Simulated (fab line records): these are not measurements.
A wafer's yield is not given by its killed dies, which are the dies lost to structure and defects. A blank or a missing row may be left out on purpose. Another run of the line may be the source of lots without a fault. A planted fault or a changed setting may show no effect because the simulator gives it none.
Which tool did it? -- flow gf180mcu -- 72 wafers from 24 lots sampled at 5 of the route's 602 steps

## WHAT EACH GAUGE READ, for each wafer
GF_CONTACT_BOW_MEAS_05.
lot,measured,on,CONTACT_BOW (um)
L074,day 15 06:15,film metro-04,76 75 71
L075,day 16 02:52,film metro-02,60 83 69
L076,day 16 04:01,film metro-01,80 74 73
L077,day 16 08:16,film metro-01,59 57 64
L078,day 16 23:02,film metro-04,59 71 68
L079,day 17 11:02,film metro-02,78 59 76
L080,day 17 22:24,film metro-02,73 72 63
L081,day 17 22:05,film metro-01,56 63 63
L082,day 18 06:30,film metro-04,67 62 78
L083,day 18 15:41,film metro-02,55 70 63
L084,day 18 22:02,film metro-01,59 72 54
L085,day 19 04:37,film metro-04,63 66 79
L086,day 19 11:46,film metro-01,70 61 74
L087,day 19 20:46,film metro-01,59 77 60
L088,day 20 09:32,film metro-01,51 67 61
L089,day 20 13:04,film metro-02,80 70 77
L090,day 20 23:21,film metro-02,72 72 57
L091,day 21 09:32,film metro-04,66 64 56
L092,day 21 12:46,film metro-02,67 53 54
L093,day 21 18:44,film metro-01,67 51 61
L094,day 22 05:44,film metro-04,67 79 67
L095,day 22 16:34,film metro-04,68 72 63
L096,day 22 20:14,film metro-02,65 64 62
L097,day 23 01:11,film metro-01,77 75 65

GF_TOP_METAL_THK_MEAS_06: measures by xrf.
lot,measured,on,TOP_METAL_ALCU_THK (nm)
L074,day 27 07:51,film metro-03,888 883 882
L075,day 28 02:00,film metro-04,876 873 874
L076,day 28 04:08,film metro-03,902 888 906
L077,day 28 06:29,film metro-02,895 901 889
L078,day 28 20:48,film metro-04,883 905 888
L079,day 29 06:04,film metro-04,882 882 875
L080,day 29 15:26,film metro-04,884 876 883
L081,day 29 14:32,film metro-03,891 892 894
L082,day 29 21:31,film metro-02,889 893 889
L083,day 30 03:26,film metro-02,879 880 885
L084,day 30 10:03,film metro-03,884 878 886
L085,day 30 14:09,film metro-04,891 888 885
L086,day 30 22:10,film metro-04,882 884 888
L087,day 31 02:45,film metro-02,898 871 898
L088,day 31 12:07,film metro-02,889 886 892
L089,day 31 14:02,film metro-02,888 881 892
L090,day 32 01:14,film metro-04,894 894 917
L091,day 32 07:08,film metro-03,878 898 877
L092,day 32 08:56,film metro-02,881 883 882
L093,day 32 12:55,film metro-03,876 878 869
L094,day 32 23:31,film metro-03,888 891 886
L095,day 33 03:46,film metro-04,898 905 897
L096,day 33 06:58,film metro-03,878 889 898
L097,day 33 11:29,film metro-02,902 889 894

## TOOL THAT RAN EACH LOT (tool first, then ch and the chambers of the sampled wafers, then the start)
lot,GF_DUAL_GATE_STRIP_13,GF_CONTACT_CVD_24,GF_V5_SPUTTER_22
L074,"plasma asher-01 ch 0,1, day 8 08:23","cvd w-01 ch 0,1, day 16 05:01","pvd sputter-04, day 27 06:52"
L075,"plasma asher-02 ch 0,1, day 8 18:28","cvd w-02 ch 0,1, day 17 01:49","pvd sputter-04, day 28 01:00"
L076,"plasma asher-01 ch 0,1, day 8 18:41","cvd w-01 ch 0,1, day 17 03:38","pvd sputter-02, day 28 03:10"
L077,"plasma asher-01 ch 0,1, day 9 05:37","cvd w-01 ch 0,1, day 17 07:29","pvd sputter-04, day 28 05:31"
L078,"plasma asher-03 ch 0,1, day 9 18:43","cvd w-01 ch 1, day 17 22:49","pvd sputter-02, day 28 19:50"
L079,"plasma asher-02 ch 0,1, day 10 03:35","cvd w-01 ch 0,1, day 18 10:42","pvd sputter-01, day 29 05:06"
L080,"plasma asher-03 ch 0,1, day 10 09:37","cvd w-02 ch 0,1, day 18 22:43","pvd sputter-02, day 29 14:25"
L081,"plasma asher-02 ch 0,1, day 10 09:53","cvd w-01 ch 0,1, day 18 22:20","pvd sputter-02, day 29 13:33"
L082,"plasma asher-01 ch 0,1, day 10 16:37","cvd w-02 ch 0,1, day 19 06:34","pvd sputter-04, day 29 20:33"
L083,"plasma asher-01 ch 0,1, day 11 01:53","cvd w-01 ch 0,1, day 19 16:40","pvd sputter-01, day 30 02:28"
L084,"plasma asher-02 ch 0,1, day 11 04:50","cvd w-02 ch 0,1, day 19 22:53","pvd sputter-02, day 30 08:46"
L085,"plasma asher-03 ch 0,1, day 11 13:37","cvd w-02 ch 0,1, day 20 05:49","pvd sputter-01, day 30 13:06"
L086,"plasma asher-02 ch 0,1, day 11 15:08","cvd w-01 ch 0,1, day 20 12:31","pvd sputter-04, day 30 21:02"
L087,"plasma asher-03 ch 0,1, day 12 00:13","cvd w-01 ch 0,1, day 20 22:04","pvd sputter-01, day 31 01:43"
L088,"plasma asher-03 ch 0,1, day 12 08:20","cvd w-01 ch 0,1, day 21 10:51","pvd sputter-04, day 31 11:08"
L089,"plasma asher-02 ch 0,1, day 12 15:17","cvd w-02 ch 0,1, day 21 14:32","pvd sputter-04, day 31 13:04"
L090,"plasma asher-01 ch 0,1, day 12 21:11","cvd w-02 ch 0,1, day 22 00:14","pvd sputter-04, day 32 00:16"
L091,"plasma asher-03 ch 0,1, day 13 07:14","cvd w-02 ch 0,1, day 22 10:13","pvd sputter-02, day 32 06:10"
L092,"plasma asher-03 ch 0,1, day 13 10:58","cvd w-01 ch 0,1, day 22 13:13","pvd sputter-01, day 32 07:57"
L093,"plasma asher-03 ch 0,1, day 13 18:21","cvd w-01 ch 0,1, day 22 19:28","pvd sputter-04, day 32 11:55"
L094,"plasma asher-03 ch 0,1, day 14 02:07","cvd w-01 ch 0,1, day 23 05:39","pvd sputter-04, day 32 22:32"
L095,"plasma asher-03 ch 0,1, day 14 09:17","cvd w-01 ch 0,1, day 23 16:11","pvd sputter-02, day 33 02:46"
L096,"plasma asher-01 ch 0,1, day 14 15:34","cvd w-02 ch 1, day 23 19:29","pvd sputter-01, day 33 06:00"
L097,"plasma asher-01 ch 0,1, day 14 19:10","cvd w-02 ch 0,1, day 23 23:21","pvd sputter-04, day 33 10:30"
- GF_DUAL_GATE_STRIP_13: strips in O2/N2.
- GF_CONTACT_CVD_24: deposits W, target thk 300 nm, time 90.339 s.
- GF_V5_SPUTTER_22: material TiN, target thk 10 nm, time 40 s.

## AS READ BY THE TOOLS THEMSELVES (means over the sampled wafers that have a number; for cases with no such wafer, the mark the record gives instead)
GF_DUAL_GATE_STRIP_13.
lot,tool,drypump motor current A (A),heater power w (W),n2 flow sccm (sccm),oes product au (a.u.),strip time to endpoint s (s)
L074,plasma asher-01,5.3,372,300.4,0.715,12.64
L075,plasma asher-02,5.7,332,299.7,0.715,12.67
L076,plasma asher-01,5.3,372,299.9,0.717,12.66
L077,plasma asher-01,5.3,377,299.1,0.718,12.65
L078,plasma asher-03,5.6,278,299.8,0.717,12.63
L079,plasma asher-02,5.7,326,299.8,0.712,12.63
L080,plasma asher-03,5.9,273,300.0,0.717,12.60
L081,plasma asher-02,5.7,332,300.2,0.715,12.60
L082,plasma asher-01,5.3,372,300.4,0.711,12.63
L083,plasma asher-01,5.3,371,300.2,0.717,12.62
L084,plasma asher-02,5.7,335,298.7,0.716,12.63
L085,plasma asher-03,5.6,277,299.2,0.717,12.63
L086,plasma asher-02,5.8,345,299.5,0.719,12.61
L087,plasma asher-03,5.6,282,299.7,0.715,12.58
L088,plasma asher-03,5.6,277,300.1,0.712,12.63
L089,plasma asher-02,5.8,343,300.1,0.721,12.69
L090,plasma asher-01,5.3,376,299.6,0.717,12.59
L091,plasma asher-03,5.6,277,300.8,0.719,12.63
L092,plasma asher-03,5.6,279,300.1,0.709,12.66
L093,plasma asher-03,5.9,270,300.0,0.716,12.66
L094,plasma asher-03,5.9,274,300.5,0.718,12.63
L095,plasma asher-03,5.6,277,300.5,0.715,12.72
L096,plasma asher-01,5.2,373,300.3,0.716,12.70
L097,plasma asher-01,5.3,370,300.2,0.719,12.69

GF_CONTACT_CVD_24.
lot,tool,heater power w (W)
L074,cvd w-01,888
L075,cvd w-02,767
L076,cvd w-01,923
L077,cvd w-01,927
L078,cvd w-01,941
L079,cvd w-01,909
L080,cvd w-02,761
L081,cvd w-01,885
L082,cvd w-02,730
L083,cvd w-01,926
L084,cvd w-02,768
L085,cvd w-02,725
L086,cvd w-01,919
L087,cvd w-01,928
L088,cvd w-01,929
L089,cvd w-02,772
L090,cvd w-02,778
L091,cvd w-02,768
L092,cvd w-01,896
L093,cvd w-01,899
L094,cvd w-01,926
L095,cvd w-01,893
L096,cvd w-02,695
L097,cvd w-02,774

GF_V5_SPUTTER_22.
lot,tool,cathode dc power W (W),throttle valve pct (%)
L074,pvd sputter-04,3999.9,30.5
L075,pvd sputter-04,4000.2,31.6
L076,pvd sputter-02,4000.2,30.0
L077,pvd sputter-04,3999.8,30.5
L078,pvd sputter-02,4000.2,29.8
L079,pvd sputter-01,4000.1,30.5
L080,pvd sputter-02,3999.2,30.1
L081,pvd sputter-02,4000.1,29.9
L082,pvd sputter-04,4000.2,31.0
L083,pvd sputter-01,3999.9,31.6
L084,pvd sputter-02,4000.2,30.0
L085,pvd sputter-01,3999.5,30.7
L086,pvd sputter-04,3999.8,30.5
L087,pvd sputter-01,3999.8,30.5
L088,pvd sputter-04,3999.8,30.8
L089,pvd sputter-04,3999.9,30.2
L090,pvd sputter-04,3999.6,31.1
L091,pvd sputter-02,4000.7,29.6
L092,pvd sputter-01,4000.1,29.7
L093,pvd sputter-04,4000.4,29.7
L094,pvd sputter-04,4000.0,30.0
L095,pvd sputter-02,4000.1,29.5
L096,pvd sputter-01,4000.3,31.3
L097,pvd sputter-04,3999.7,29.6

## THE ANSWER, worked out from the rows above alone
Rule: what is usual is taken from the lots themselves. The widest of any qualifying gaps counts: lots, ordered by their means at a reading, are off when they make up no more than a third of the lots, leave a main group of 4 or more, and stand apart from it by 3 or more times the standard deviation of that group's means. Not used: any main group whose means are identical at the precision the tables above print for the reading. Also off: a lot with no number at a reading for which 4 or more lots have one. Any other lot the step has rows for is counted as sound. After the gauges, taken in route order, come the tools' own readings; for these a lot's mean is taken, as printed above. At the first step where some lot is off, the reading lying furthest off is the one used; lots without a number count as furthest.
No lot is off on any of the readings shown, so nothing can be concluded from this.

## WHAT THE SIMULATOR HAD PUT IN
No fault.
